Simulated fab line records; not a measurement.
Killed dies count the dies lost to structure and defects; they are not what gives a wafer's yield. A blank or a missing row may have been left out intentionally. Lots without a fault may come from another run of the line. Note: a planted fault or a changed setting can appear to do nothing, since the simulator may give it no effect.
fab line records || flow sky130 || part 2 of 2: steps 27 to 36 of 36
[record] {"lots": 5, "wafers": 15, "last-day": 49}
route steps=708 shown VIA3@578 METAL4@598 CAP2M@603
lots that met no fault: from a run of the same line without faults
start-h: the number of hours between the record's first day and the start of the first shown wafer of the lot || wait-h: time in hours since the lot's previous step || " identical to the entry in the row above || L1.1+2: a row that stands for several wafers || - value missing, or start not given || * or withheld: withheld || < > ~ a bound
route shown NAME@n: a module of which the file shows steps, and the number in the route of the first || usual: the fault-free wafers' mean and standard deviation || same: alike in all rows || chamber/n: place in a boat || sites: per-site readings || _std_site: standard deviation of those values || _edge_site: the outer-site mean with the inner-site mean subtracted || radius-mm: for every site, how far away it sits from the centre of the wafer || mask NAME#n: copy n || behind: the most recent tool/chamber to have shaped the wafer || hold: the reason the lot was held/the length of the hold in hours/how it ended || device: names the non-switching transistor (n, p or np) || end of line: the tests these same wafers got at the end of their route || step lacking rows: just its recipe || killed: count of dies lost to structure and defects at first sort (not the wafer's yield) || map: a wafer's dies, marking killed ones x, the rest . and places with no die _
set.NAME: setting as actually run; set.NAME@STEP: the setting as run at that earlier step || model.NAME: the simulator's own value behind a step, which no gauge read
lots at some steps of the route; a table a step, a row a wafer
services: when a tool's chamber went out of use (start-h, in hours from the record's first day, below 0 if earlier), for how many hours, and the reason
[[steps]]
[step SKY_CAP2M_THK_MEAS_01]
[recipe] {"reads": "SiO2_of_CAP2M_CVD_00"}
[usual] {"CAP2M_CVD_00_THK": "15.43/0.22"}
{"lot.wafer": "L084.1", "tool": "film-metro-04", "chamber": "-", "start-h": 1009.41, "wait-h": "-", "CAP2M_CVD_00_THK[nm]": 15.02}
{"lot.wafer": "L084.3", "tool": "film-metro-04", "chamber": "-", "start-h": 1009.41, "wait-h": "-", "CAP2M_CVD_00_THK[nm]": 14.97}
{"lot.wafer": "L084.5", "tool": "film-metro-04", "chamber": "-", "start-h": 1009.41, "wait-h": "-", "CAP2M_CVD_00_THK[nm]": 15.20}
{"lot.wafer": "L086.2", "tool": "film-metro-04", "chamber": "-", "start-h": 1020.80, "wait-h": "-", "CAP2M_CVD_00_THK[nm]": 15.26}
{"lot.wafer": "L086.3", "tool": "film-metro-04", "chamber": "-", "start-h": 1020.80, "wait-h": "-", "CAP2M_CVD_00_THK[nm]": 15.42}
{"lot.wafer": "L086.5", "tool": "film-metro-04", "chamber": "-", "start-h": 1020.80, "wait-h": "-", "CAP2M_CVD_00_THK[nm]": 15.79}
{"lot.wafer": "L090.1", "tool": "film-metro-04", "chamber": "-", "start-h": 1045.86, "wait-h": "-", "CAP2M_CVD_00_THK[nm]": 15.38}
{"lot.wafer": "L090.3", "tool": "film-metro-04", "chamber": "-", "start-h": 1045.86, "wait-h": "-", "CAP2M_CVD_00_THK[nm]": 15.36}
{"lot.wafer": "L090.5", "tool": "film-metro-04", "chamber": "-", "start-h": 1045.86, "wait-h": "-", "CAP2M_CVD_00_THK[nm]": 15.75}
{"lot.wafer": "L093.1", "tool": "film-metro-04", "chamber": "-", "start-h": 1054.11, "wait-h": "-", "CAP2M_CVD_00_THK[nm]": 15.39}
{"lot.wafer": "L093.2", "tool": "film-metro-04", "chamber": "-", "start-h": 1054.11, "wait-h": "-", "CAP2M_CVD_00_THK[nm]": 15.51}
{"lot.wafer": "L093.5", "tool": "film-metro-04", "chamber": "-", "start-h": 1054.11, "wait-h": "-", "CAP2M_CVD_00_THK[nm]": 15.61}
{"lot.wafer": "L092.1", "tool": "film-metro-04", "chamber": "-", "start-h": 1054.61, "wait-h": "-", "CAP2M_CVD_00_THK[nm]": 15.31}
{"lot.wafer": "L092.2", "tool": "film-metro-04", "chamber": "-", "start-h": 1054.61, "wait-h": "-", "CAP2M_CVD_00_THK[nm]": 15.59}
{"lot.wafer": "L092.3", "tool": "film-metro-04", "chamber": "-", "start-h": 1054.61, "wait-h": "-", "CAP2M_CVD_00_THK[nm]": 15.48}
[step SKY_CAP2M_SPUTTER_02]
[recipe] {"material": "TiN", "target-thk-nm": 200, "temp-c": 300, "power-w": 6500, "time-s": 166.7, "chamber-pressure-pa": 0.4}
[usual] {"throttle-valve-pct": "30.3/0.89"}
{"lot.wafer": "L084.1", "tool": "pvd-sputter-01", "chamber": "-", "start-h": 1009.47, "wait-h": 0.1, "throttle-valve-pct": 29.2}
{"lot.wafer": "L084.3", "tool": "pvd-sputter-01", "chamber": "-", "start-h": 1009.47, "wait-h": 0.1, "throttle-valve-pct": 30.4}
{"lot.wafer": "L084.5", "tool": "pvd-sputter-01", "chamber": "-", "start-h": 1009.47, "wait-h": 0.1, "throttle-valve-pct": 29.1}
{"lot.wafer": "L086.2", "tool": "pvd-sputter-02", "chamber": "-", "start-h": 1020.85, "wait-h": 0.0, "throttle-valve-pct": 30.0}
{"lot.wafer": "L086.3", "tool": "pvd-sputter-02", "chamber": "-", "start-h": 1020.85, "wait-h": 0.0, "throttle-valve-pct": 30.1}
{"lot.wafer": "L086.5", "tool": "pvd-sputter-02", "chamber": "-", "start-h": 1020.85, "wait-h": 0.0, "throttle-valve-pct": 29.9}
{"lot.wafer": "L090.1", "tool": "pvd-sputter-02", "chamber": "-", "start-h": 1045.92, "wait-h": 0.1, "throttle-valve-pct": 30.0}
{"lot.wafer": "L090.3", "tool": "pvd-sputter-02", "chamber": "-", "start-h": 1045.92, "wait-h": 0.1, "throttle-valve-pct": 30.6}
{"lot.wafer": "L090.5", "tool": "pvd-sputter-02", "chamber": "-", "start-h": 1045.92, "wait-h": 0.1, "throttle-valve-pct": 29.9}
{"lot.wafer": "L093.1", "tool": "pvd-sputter-04", "chamber": "-", "start-h": 1054.17, "wait-h": 0.1, "throttle-valve-pct": 28.4}
{"lot.wafer": "L093.2", "tool": "pvd-sputter-04", "chamber": "-", "start-h": 1054.17, "wait-h": 0.1, "throttle-valve-pct": 30.5}
{"lot.wafer": "L093.5", "tool": "pvd-sputter-04", "chamber": "-", "start-h": 1054.17, "wait-h": 0.1, "throttle-valve-pct": 30.4}
{"lot.wafer": "L092.1", "tool": "pvd-sputter-02", "chamber": "-", "start-h": 1054.67, "wait-h": 0.1, "throttle-valve-pct": 31.0}
{"lot.wafer": "L092.2", "tool": "pvd-sputter-02", "chamber": "-", "start-h": 1054.67, "wait-h": 0.1, "throttle-valve-pct": 30.0}
{"lot.wafer": "L092.3", "tool": "pvd-sputter-02", "chamber": "-", "start-h": 1054.67, "wait-h": 0.1, "throttle-valve-pct": 30.1}
[step SKY_CAP2M_RS_MEAS_03]
[recipe] {"thk-meas-gauge": "four-point-probe", "reads": "TiN_of_CAP2M_SPUTTER_02"}
[usual] {"CAP2M_TIN_RS": "6.92/0.084"}
{"lot.wafer": "L084.1", "tool": "film-metro-03", "chamber": "-", "start-h": 1009.58, "wait-h": 0.1, "CAP2M_TIN_RS[ohm/sq]": 7.05}
{"lot.wafer": "L084.3", "tool": "film-metro-03", "chamber": "-", "start-h": 1009.58, "wait-h": 0.1, "CAP2M_TIN_RS[ohm/sq]": 6.93}
{"lot.wafer": "L084.5", "tool": "film-metro-03", "chamber": "-", "start-h": 1009.58, "wait-h": 0.1, "CAP2M_TIN_RS[ohm/sq]": 7.01}
{"lot.wafer": "L086.2", "tool": "film-metro-04", "chamber": "-", "start-h": 1020.98, "wait-h": 0.1, "CAP2M_TIN_RS[ohm/sq]": 6.89}
{"lot.wafer": "L086.3", "tool": "film-metro-04", "chamber": "-", "start-h": 1020.98, "wait-h": 0.1, "CAP2M_TIN_RS[ohm/sq]": 6.99}
{"lot.wafer": "L086.5", "tool": "film-metro-04", "chamber": "-", "start-h": 1020.98, "wait-h": 0.1, "CAP2M_TIN_RS[ohm/sq]": 6.81}
{"lot.wafer": "L090.1", "tool": "film-metro-02", "chamber": "-", "start-h": 1046.03, "wait-h": 0.1, "CAP2M_TIN_RS[ohm/sq]": 6.94}
{"lot.wafer": "L090.3", "tool": "film-metro-02", "chamber": "-", "start-h": 1046.03, "wait-h": 0.1, "CAP2M_TIN_RS[ohm/sq]": 6.95}
{"lot.wafer": "L090.5", "tool": "film-metro-02", "chamber": "-", "start-h": 1046.03, "wait-h": 0.1, "CAP2M_TIN_RS[ohm/sq]": 6.92}
{"lot.wafer": "L093.1", "tool": "film-metro-02", "chamber": "-", "start-h": 1054.28, "wait-h": 0.1, "CAP2M_TIN_RS[ohm/sq]": 6.88}
{"lot.wafer": "L093.2", "tool": "film-metro-02", "chamber": "-", "start-h": 1054.28, "wait-h": 0.1, "CAP2M_TIN_RS[ohm/sq]": 6.78}
{"lot.wafer": "L093.5", "tool": "film-metro-02", "chamber": "-", "start-h": 1054.28, "wait-h": 0.1, "CAP2M_TIN_RS[ohm/sq]": 6.79}
{"lot.wafer": "L092.1", "tool": "film-metro-02", "chamber": "-", "start-h": 1054.78, "wait-h": 0.1, "CAP2M_TIN_RS[ohm/sq]": 7.00}
{"lot.wafer": "L092.2", "tool": "film-metro-02", "chamber": "-", "start-h": 1054.78, "wait-h": 0.1, "CAP2M_TIN_RS[ohm/sq]": 6.98}
{"lot.wafer": "L092.3", "tool": "film-metro-02", "chamber": "-", "start-h": 1054.78, "wait-h": 0.1, "CAP2M_TIN_RS[ohm/sq]": 7.10}
[step SKY_CAP2M_THK_MEAS_04]
[recipe] {"thk-meas-gauge": "xrf", "reads": "TiN_of_CAP2M_SPUTTER_02"}
[usual] {"CAP2M_TIN_THK": "196.9/2.5"}
{"lot.wafer": "L084.1", "tool": "film-metro-03", "chamber": "-", "start-h": 1009.70, "wait-h": 0.1, "CAP2M_TIN_THK[nm]": 193.6}
{"lot.wafer": "L084.3", "tool": "film-metro-03", "chamber": "-", "start-h": 1009.70, "wait-h": 0.1, "CAP2M_TIN_THK[nm]": 197.6}
{"lot.wafer": "L084.5", "tool": "film-metro-03", "chamber": "-", "start-h": 1009.70, "wait-h": 0.1, "CAP2M_TIN_THK[nm]": 195.0}
{"lot.wafer": "L086.2", "tool": "film-metro-04", "chamber": "-", "start-h": 1021.09, "wait-h": 0.1, "CAP2M_TIN_THK[nm]": 198.7}
{"lot.wafer": "L086.3", "tool": "film-metro-04", "chamber": "-", "start-h": 1021.09, "wait-h": 0.1, "CAP2M_TIN_THK[nm]": 196.2}
{"lot.wafer": "L086.5", "tool": "film-metro-04", "chamber": "-", "start-h": 1021.09, "wait-h": 0.1, "CAP2M_TIN_THK[nm]": 200.6}
{"lot.wafer": "L090.1", "tool": "film-metro-02", "chamber": "-", "start-h": 1046.15, "wait-h": 0.1, "CAP2M_TIN_THK[nm]": 195.6}
{"lot.wafer": "L090.3", "tool": "film-metro-02", "chamber": "-", "start-h": 1046.15, "wait-h": 0.1, "CAP2M_TIN_THK[nm]": 196.3}
{"lot.wafer": "L090.5", "tool": "film-metro-02", "chamber": "-", "start-h": 1046.15, "wait-h": 0.1, "CAP2M_TIN_THK[nm]": 196.1}
{"lot.wafer": "L093.1", "tool": "film-metro-02", "chamber": "-", "start-h": 1054.40, "wait-h": 0.1, "CAP2M_TIN_THK[nm]": 197.7}
{"lot.wafer": "L093.2", "tool": "film-metro-02", "chamber": "-", "start-h": 1054.40, "wait-h": 0.1, "CAP2M_TIN_THK[nm]": 199.6}
{"lot.wafer": "L093.5", "tool": "film-metro-02", "chamber": "-", "start-h": 1054.40, "wait-h": 0.1, "CAP2M_TIN_THK[nm]": 200.5}
{"lot.wafer": "L092.1", "tool": "film-metro-02", "chamber": "-", "start-h": 1054.90, "wait-h": 0.1, "CAP2M_TIN_THK[nm]": 194.6}
{"lot.wafer": "L092.2", "tool": "film-metro-02", "chamber": "-", "start-h": 1054.90, "wait-h": 0.1, "CAP2M_TIN_THK[nm]": 194.3}
{"lot.wafer": "L092.3", "tool": "film-metro-02", "chamber": "-", "start-h": 1054.90, "wait-h": 0.1, "CAP2M_TIN_THK[nm]": 192.1}
[step SKY_CAP2M_DEHYDRATE_05]
[recipe] {"temp-c": 200, "time-s": 60}
[usual] {"exhaust-pa": "45.1/0.9", "heater-power-total-W": "160.37/0.12"}
{"lot.wafer": "L084.1", "tool": "litho-track-01", "chamber": 0, "start-h": 1020.91, "wait-h": 11.2, "exhaust-pa": 44.8, "heater-power-total-W": 160.51}
{"lot.wafer": "L084.3", "tool": "litho-track-01", "chamber": 0, "start-h": 1020.91, "wait-h": 11.2, "exhaust-pa": 44.5, "heater-power-total-W": 160.33}
{"lot.wafer": "L084.5", "tool": "litho-track-01", "chamber": 0, "start-h": 1020.91, "wait-h": 11.2, "exhaust-pa": 45.6, "heater-power-total-W": 160.58}
{"lot.wafer": "L086.2", "tool": "litho-track-04", "chamber": 0, "start-h": 1030.48, "wait-h": 9.4, "exhaust-pa": 44.7, "heater-power-total-W": 160.43}
{"lot.wafer": "L086.3", "tool": "litho-track-04", "chamber": 0, "start-h": 1030.48, "wait-h": 9.4, "exhaust-pa": 43.7, "heater-power-total-W": 160.56}
{"lot.wafer": "L086.5", "tool": "litho-track-04", "chamber": 0, "start-h": 1030.48, "wait-h": 9.4, "exhaust-pa": 44.1, "heater-power-total-W": 160.23}
{"lot.wafer": "L090.1", "tool": "litho-track-04", "chamber": 0, "start-h": 1056.06, "wait-h": 9.9, "exhaust-pa": 46.0, "heater-power-total-W": 160.25}
{"lot.wafer": "L090.3", "tool": "litho-track-04", "chamber": 0, "start-h": 1056.06, "wait-h": 9.9, "exhaust-pa": 45.0, "heater-power-total-W": 160.38}
{"lot.wafer": "L090.5", "tool": "litho-track-04", "chamber": 0, "start-h": 1056.06, "wait-h": 9.9, "exhaust-pa": 44.5, "heater-power-total-W": 160.47}
{"lot.wafer": "L093.1", "tool": "litho-track-01", "chamber": 0, "start-h": 1065.26, "wait-h": 10.9, "exhaust-pa": 44.3, "heater-power-total-W": 160.44}
{"lot.wafer": "L093.2", "tool": "litho-track-01", "chamber": 0, "start-h": 1065.26, "wait-h": 10.9, "exhaust-pa": 44.5, "heater-power-total-W": 160.57}
{"lot.wafer": "L093.5", "tool": "litho-track-01", "chamber": 0, "start-h": 1065.26, "wait-h": 10.9, "exhaust-pa": 45.3, "heater-power-total-W": 160.30}
{"lot.wafer": "L092.1", "tool": "litho-track-02", "chamber": 0, "start-h": 1065.76, "wait-h": 10.9, "exhaust-pa": 45.1, "heater-power-total-W": 160.39}
{"lot.wafer": "L092.2", "tool": "litho-track-02", "chamber": 0, "start-h": 1065.76, "wait-h": 10.9, "exhaust-pa": 44.8, "heater-power-total-W": 160.38}
{"lot.wafer": "L092.3", "tool": "litho-track-02", "chamber": 0, "start-h": 1065.76, "wait-h": 10.9, "exhaust-pa": 46.0, "heater-power-total-W": 160.48}
[step SKY_CAP2M_HMDS_06]
[recipe] {"prime-time-s": 60, "prime-temp-c": 120}
[usual] {"exhaust-pa": "45.0/0.94"}
{"lot.wafer": "L084.1", "tool": "litho-track-01", "chamber": 0, "start-h": 1021.06, "wait-h": 0.1, "exhaust-pa": 45.6}
{"lot.wafer": "L084.3", "tool": "litho-track-01", "chamber": 0, "start-h": 1021.06, "wait-h": 0.1, "exhaust-pa": 44.3}
{"lot.wafer": "L084.5", "tool": "litho-track-01", "chamber": 0, "start-h": 1021.06, "wait-h": 0.1, "exhaust-pa": 43.8}
{"lot.wafer": "L086.2", "tool": "litho-track-04", "chamber": 0, "start-h": 1030.63, "wait-h": 0.1, "exhaust-pa": 44.2}
{"lot.wafer": "L086.3", "tool": "litho-track-04", "chamber": 0, "start-h": 1030.63, "wait-h": 0.1, "exhaust-pa": 45.4}
{"lot.wafer": "L086.5", "tool": "litho-track-04", "chamber": 0, "start-h": 1030.63, "wait-h": 0.1, "exhaust-pa": 45.6}
{"lot.wafer": "L090.1", "tool": "litho-track-04", "chamber": 0, "start-h": 1056.21, "wait-h": 0.1, "exhaust-pa": 44.3}
{"lot.wafer": "L090.3", "tool": "litho-track-04", "chamber": 0, "start-h": 1056.21, "wait-h": 0.1, "exhaust-pa": 44.4}
{"lot.wafer": "L090.5", "tool": "litho-track-04", "chamber": 0, "start-h": 1056.21, "wait-h": 0.1, "exhaust-pa": 44.8}
{"lot.wafer": "L093.1", "tool": "litho-track-01", "chamber": 0, "start-h": 1065.41, "wait-h": 0.1, "exhaust-pa": 45.1}
{"lot.wafer": "L093.2", "tool": "litho-track-01", "chamber": 0, "start-h": 1065.41, "wait-h": 0.1, "exhaust-pa": 44.6}
{"lot.wafer": "L093.5", "tool": "litho-track-01", "chamber": 0, "start-h": 1065.41, "wait-h": 0.1, "exhaust-pa": 46.2}
{"lot.wafer": "L092.1", "tool": "litho-track-02", "chamber": 0, "start-h": 1065.91, "wait-h": 0.1, "exhaust-pa": 45.6}
{"lot.wafer": "L092.2", "tool": "litho-track-02", "chamber": 0, "start-h": 1065.91, "wait-h": 0.1, "exhaust-pa": 45.1}
{"lot.wafer": "L092.3", "tool": "litho-track-02", "chamber": 0, "start-h": 1065.91, "wait-h": 0.1, "exhaust-pa": 45.7}
[step SKY_CAP2M_COAT_07]
[recipe] {"resist": "NOVOLAK", "spin-rpm": 3000, "resist-thk-nm": 1140}
[usual] {"exhaust-pa": "45.0/0.87"}
{"lot.wafer": "L084.1", "tool": "litho-track-01", "chamber": 0, "start-h": 1021.21, "wait-h": 0.1, "exhaust-pa": 44.6}
{"lot.wafer": "L084.3", "tool": "litho-track-01", "chamber": 0, "start-h": 1021.21, "wait-h": 0.1, "exhaust-pa": 44.8}
{"lot.wafer": "L084.5", "tool": "litho-track-01", "chamber": 0, "start-h": 1021.21, "wait-h": 0.1, "exhaust-pa": 44.6}
{"lot.wafer": "L086.2", "tool": "litho-track-04", "chamber": 0, "start-h": 1030.78, "wait-h": 0.1, "exhaust-pa": 44.4}
{"lot.wafer": "L086.3", "tool": "litho-track-04", "chamber": 0, "start-h": 1030.78, "wait-h": 0.1, "exhaust-pa": 45.0}
{"lot.wafer": "L086.5", "tool": "litho-track-04", "chamber": 0, "start-h": 1030.78, "wait-h": 0.1, "exhaust-pa": 43.6}
{"lot.wafer": "L090.1", "tool": "litho-track-04", "chamber": 0, "start-h": 1056.36, "wait-h": 0.1, "exhaust-pa": 44.9}
{"lot.wafer": "L090.3", "tool": "litho-track-04", "chamber": 0, "start-h": 1056.36, "wait-h": 0.1, "exhaust-pa": 43.5}
{"lot.wafer": "L090.5", "tool": "litho-track-04", "chamber": 0, "start-h": 1056.36, "wait-h": 0.1, "exhaust-pa": 44.2}
{"lot.wafer": "L093.1", "tool": "litho-track-01", "chamber": 0, "start-h": 1065.56, "wait-h": 0.1, "exhaust-pa": 44.6}
{"lot.wafer": "L093.2", "tool": "litho-track-01", "chamber": 0, "start-h": 1065.56, "wait-h": 0.1, "exhaust-pa": 45.5}
{"lot.wafer": "L093.5", "tool": "litho-track-01", "chamber": 0, "start-h": 1065.56, "wait-h": 0.1, "exhaust-pa": 44.2}
{"lot.wafer": "L092.1", "tool": "litho-track-02", "chamber": 0, "start-h": 1066.06, "wait-h": 0.1, "exhaust-pa": 44.4}
{"lot.wafer": "L092.2", "tool": "litho-track-02", "chamber": 0, "start-h": 1066.06, "wait-h": 0.1, "exhaust-pa": 45.0}
{"lot.wafer": "L092.3", "tool": "litho-track-02", "chamber": 0, "start-h": 1066.06, "wait-h": 0.1, "exhaust-pa": 46.4}
[step SKY_CAP2M_SOFTBAKE_08]
[recipe] {"temp-c": 90, "time-s": 60, "resist": "NOVOLAK"}
[usual] {"exhaust-pa": "45.0/0.87", "heater-power-total-W": "56.60/0.039"}
{"lot.wafer": "L084.1", "tool": "litho-track-01", "chamber": 0, "start-h": 1021.36, "wait-h": 0.1, "exhaust-pa": 44.1, "heater-power-total-W": 56.59}
{"lot.wafer": "L084.3", "tool": "litho-track-01", "chamber": 0, "start-h": 1021.36, "wait-h": 0.1, "exhaust-pa": 43.0, "heater-power-total-W": 56.62}
{"lot.wafer": "L084.5", "tool": "litho-track-01", "chamber": 0, "start-h": 1021.36, "wait-h": 0.1, "exhaust-pa": 45.7, "heater-power-total-W": 56.59}
{"lot.wafer": "L086.2", "tool": "litho-track-04", "chamber": 0, "start-h": 1030.93, "wait-h": 0.1, "exhaust-pa": 46.1, "heater-power-total-W": 56.57}
{"lot.wafer": "L086.3", "tool": "litho-track-04", "chamber": 0, "start-h": 1030.93, "wait-h": 0.1, "exhaust-pa": 46.1, "heater-power-total-W": 56.60}
{"lot.wafer": "L086.5", "tool": "litho-track-04", "chamber": 0, "start-h": 1030.93, "wait-h": 0.1, "exhaust-pa": 46.6, "heater-power-total-W": 56.67}
{"lot.wafer": "L090.1", "tool": "litho-track-04", "chamber": 0, "start-h": 1056.51, "wait-h": 0.1, "exhaust-pa": 45.2, "heater-power-total-W": 56.58}
{"lot.wafer": "L090.3", "tool": "litho-track-04", "chamber": 0, "start-h": 1056.51, "wait-h": 0.1, "exhaust-pa": 44.3, "heater-power-total-W": 56.56}
{"lot.wafer": "L090.5", "tool": "litho-track-04", "chamber": 0, "start-h": 1056.51, "wait-h": 0.1, "exhaust-pa": 44.2, "heater-power-total-W": 56.59}
{"lot.wafer": "L093.1", "tool": "litho-track-01", "chamber": 0, "start-h": 1065.71, "wait-h": 0.1, "exhaust-pa": 45.9, "heater-power-total-W": 56.51}
{"lot.wafer": "L093.2", "tool": "litho-track-01", "chamber": 0, "start-h": 1065.71, "wait-h": 0.1, "exhaust-pa": 45.0, "heater-power-total-W": 56.64}
{"lot.wafer": "L093.5", "tool": "litho-track-01", "chamber": 0, "start-h": 1065.71, "wait-h": 0.1, "exhaust-pa": 45.6, "heater-power-total-W": 56.62}
{"lot.wafer": "L092.1", "tool": "litho-track-02", "chamber": 0, "start-h": 1066.21, "wait-h": 0.1, "exhaust-pa": 44.7, "heater-power-total-W": 56.60}
{"lot.wafer": "L092.2", "tool": "litho-track-02", "chamber": 0, "start-h": 1066.21, "wait-h": 0.1, "exhaust-pa": 44.0, "heater-power-total-W": 56.55}
{"lot.wafer": "L092.3", "tool": "litho-track-02", "chamber": 0, "start-h": 1066.21, "wait-h": 0.1, "exhaust-pa": 44.8, "heater-power-total-W": 56.56}
[step SKY_CAP2M_EXPOSE_09]
[recipe] {"mask-id": "CAP2M", "na": 0.6, "source-shape": "conventional", "sigma-outer": 0.6, "polarization": "unpolarized", "target-cd-nm": 1000, "dose-mj": 159}
{"lot.wafer": "L084.1+3+5", "tool": "iline-stepper-01", "chamber": 0, "start-h": "-", "wait-h": "-", "mask": "CAP2M#0"}
{"lot.wafer": "L086.2+3+5", "tool": "iline-stepper-01", "chamber": 0, "start-h": "-", "wait-h": "-", "mask": "CAP2M#0"}
{"lot.wafer": "L090.1+3+5", "tool": "iline-stepper-01", "chamber": 0, "start-h": "-", "wait-h": "-", "mask": "CAP2M#0"}
{"lot.wafer": "L093.1+2+5", "tool": "iline-stepper-02", "chamber": 0, "start-h": "-", "wait-h": "-", "mask": "CAP2M#0"}
{"lot.wafer": "L092.1+2+3", "tool": "iline-stepper-01", "chamber": 0, "start-h": "-", "wait-h": "-", "mask": "CAP2M#0"}
[step SKY_CAP2M_PEB_10]
[recipe] {"temp-c": "withheld", "time-s": "*", "resist": "NOVOLAK"}
[usual] {"exhaust-pa": "44.7/0.99"}
{"lot.wafer": "L084.1", "tool": "litho-track-02", "chamber": 0, "start-h": "-", "wait-h": "-", "exhaust-pa": 44.6}
{"lot.wafer": "L084.3", "tool": "litho-track-02", "chamber": 0, "start-h": "-", "wait-h": "-", "exhaust-pa": 46.6}
{"lot.wafer": "L084.5", "tool": "litho-track-02", "chamber": 0, "start-h": "-", "wait-h": "-", "exhaust-pa": 45.3}
{"lot.wafer": "L086.2", "tool": "litho-track-01", "chamber": 0, "start-h": "-", "wait-h": "-", "exhaust-pa": 44.8}
{"lot.wafer": "L086.3", "tool": "litho-track-01", "chamber": 0, "start-h": "-", "wait-h": "-", "exhaust-pa": 43.2}
{"lot.wafer": "L086.5", "tool": "litho-track-01", "chamber": 0, "start-h": "-", "wait-h": "-", "exhaust-pa": 44.4}
{"lot.wafer": "L090.1", "tool": "litho-track-04", "chamber": 0, "start-h": "-", "wait-h": "-", "exhaust-pa": 45.1}
{"lot.wafer": "L090.3", "tool": "litho-track-04", "chamber": 0, "start-h": "-", "wait-h": "-", "exhaust-pa": 46.4}
{"lot.wafer": "L090.5", "tool": "litho-track-04", "chamber": 0, "start-h": "-", "wait-h": "-", "exhaust-pa": 45.6}
{"lot.wafer": "L093.1", "tool": "litho-track-02", "chamber": 0, "start-h": "-", "wait-h": "-", "exhaust-pa": 44.4}
{"lot.wafer": "L093.2", "tool": "litho-track-02", "chamber": 0, "start-h": "-", "wait-h": "-", "exhaust-pa": 44.6}
{"lot.wafer": "L093.5", "tool": "litho-track-02", "chamber": 0, "start-h": "-", "wait-h": "-", "exhaust-pa": 44.4}
{"lot.wafer": "L092.1", "tool": "litho-track-04", "chamber": 0, "start-h": "-", "wait-h": "-", "exhaust-pa": 45.3}
{"lot.wafer": "L092.2", "tool": "litho-track-04", "chamber": 0, "start-h": "-", "wait-h": "-", "exhaust-pa": 44.1}
{"lot.wafer": "L092.3", "tool": "litho-track-04", "chamber": 0, "start-h": "-", "wait-h": "-", "exhaust-pa": 46.4}
[[services]]
{"tool": "krf-scanner-01", "chamber": "-", "start-h": 972.22, "hours": 1.3, "kind": "pm"}
{"tool": "pecvd-01", "chamber": 1, "start-h": 974.29, "hours": 6.3, "kind": "repair"}
{"tool": "cmp-02", "chamber": "-", "start-h": 983.37, "hours": 6.4, "kind": "pm"}
{"tool": "pecvd-02", "chamber": "-", "start-h": 983.56, "hours": 1.1, "kind": "repair"}
{"tool": "krf-scanner-02", "chamber": "-", "start-h": 990.15, "hours": 1.1, "kind": "repair"}
{"tool": "pecvd-01", "chamber": 2, "start-h": 995.70, "hours": 10.6, "kind": "repair"}
{"tool": "krf-scanner-01", "chamber": "-", "start-h": 996.38, "hours": 0.2, "kind": "repair"}
{"tool": "cvd-w-02", "chamber": 1, "start-h": 999.23, "hours": 5.0, "kind": "repair"}
{"tool": "wet-bench-03", "chamber": "-", "start-h": 1002.05, "hours": 1.9, "kind": "pm"}
{"tool": "krf-scanner-01", "chamber": "-", "start-h": 1002.14, "hours": 0.8, "kind": "pm"}
{"tool": "cmp-02", "chamber": "-", "start-h": 1005.42, "hours": 0.3, "kind": "repair"}
{"tool": "plasma-asher-04", "chamber": "-", "start-h": 1012.14, "hours": 22.7, "kind": "repair"}
{"tool": "pecvd-01", "chamber": "-", "start-h": 1023.41, "hours": 1.5, "kind": "repair"}
{"tool": "plasma-asher-02", "chamber": "-", "start-h": 1033.62, "hours": 1.5, "kind": "repair"}
{"tool": "krf-scanner-02", "chamber": "-", "start-h": 1036.66, "hours": 0.8, "kind": "pm"}
{"tool": "wet-bench-01", "chamber": "-", "start-h": 1052.42, "hours": 1.1, "kind": "repair"}
{"tool": "cmp-01", "chamber": "-", "start-h": 1052.46, "hours": 0.7, "kind": "repair"}
{"tool": "cmp-01", "chamber": "-", "start-h": 1059.06, "hours": 1.4, "kind": "repair"}
{"tool": "cmp-01", "chamber": "-", "start-h": 1059.37, "hours": 2.1, "kind": "repair"}
{"tool": "krf-scanner-01", "chamber": "-", "start-h": 1059.86, "hours": 1.0, "kind": "pm"}
{"tool": "rie-diel-01", "chamber": 3, "start-h": 1062.32, "hours": 11.4, "kind": "repair"}
{"tool": "pecvd-02", "chamber": "-", "start-h": 1067.73, "hours": 0.8, "kind": "repair"}
{"tool": "rie-diel-01", "chamber": "-", "start-h": 1068.75, "hours": 2.8, "kind": "pm"}
{"tool": "rie-diel-04", "chamber": "-", "start-h": 1074.79, "hours": 14.6, "kind": "pm"}
